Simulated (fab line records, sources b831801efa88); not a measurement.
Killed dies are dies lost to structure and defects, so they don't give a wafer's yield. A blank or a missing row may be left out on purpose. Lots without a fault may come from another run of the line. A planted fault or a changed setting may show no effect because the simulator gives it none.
One fault seen from 2 desks | flow gf180mcu | each desk has only its own numbers; what lay behind them comes last

THE METROLOGY DESK
What the gauges read, lot by lot, whatever tool the lot ran on: means of the sampled wafers that have a number. A lot is out of limits, marked OUT, if its mean lies more than 4 standard deviations from the usual mean; the brackets give that distance.
Columns: A = V3_W_RS at GF_V3_RS_MEAS_24, usual 0.326 ohm/sq; B = V3_W_THK at GF_V3_THK_MEAS_25, usual 361 nm
lot  | first seen here | A     | B
L457 | day 24 04:13    | 0.321 | 362
L458 | day 24 20:53    | 0.327 | 354
L460 | day 25 13:19    | 0.329 | 354
L463 | day 26 13:21    | 0.335 | 356
L466 | day 27 09:46    | 0.324 | 365
L471 | day 28 19:26    | 0.328 | 354
L474 | day 29 14:00    | 0.320 | 369
This desk's finding: nothing out of limits on any of the 7 lots.

THE TOOL OWNER'S DESK: pvd_sputter-01
The tool's own readings at GF_M4_SPUTTER_01 (material TiN, target thk 30 nm, time 25 s): means of the sampled wafers that have a number, for each lot that ran on this tool. A lot is out of limits, marked OUT, if its mean lies more than 4 standard deviations from the usual mean; the brackets give that distance.
Columns: A = throttle_valve_pct at GF_M4_SPUTTER_01, usual 30.4 %
lot  | first seen here | A
L458 | day 24 21:28    | 30.4
L460 | day 25 13:52    | 29.9
L463 | day 26 13:53    | 31.8
L466 | day 27 10:20    | 30.3
L474 | day 29 14:35    | 30.4
This desk's finding: nothing out of limits on any of the 5 lots.

PUT TOGETHER
The metrology desk saw nothing out of limits.
The tool owner's desk saw nothing out of limits.

WHAT THE SIMULATOR HAD PUT IN
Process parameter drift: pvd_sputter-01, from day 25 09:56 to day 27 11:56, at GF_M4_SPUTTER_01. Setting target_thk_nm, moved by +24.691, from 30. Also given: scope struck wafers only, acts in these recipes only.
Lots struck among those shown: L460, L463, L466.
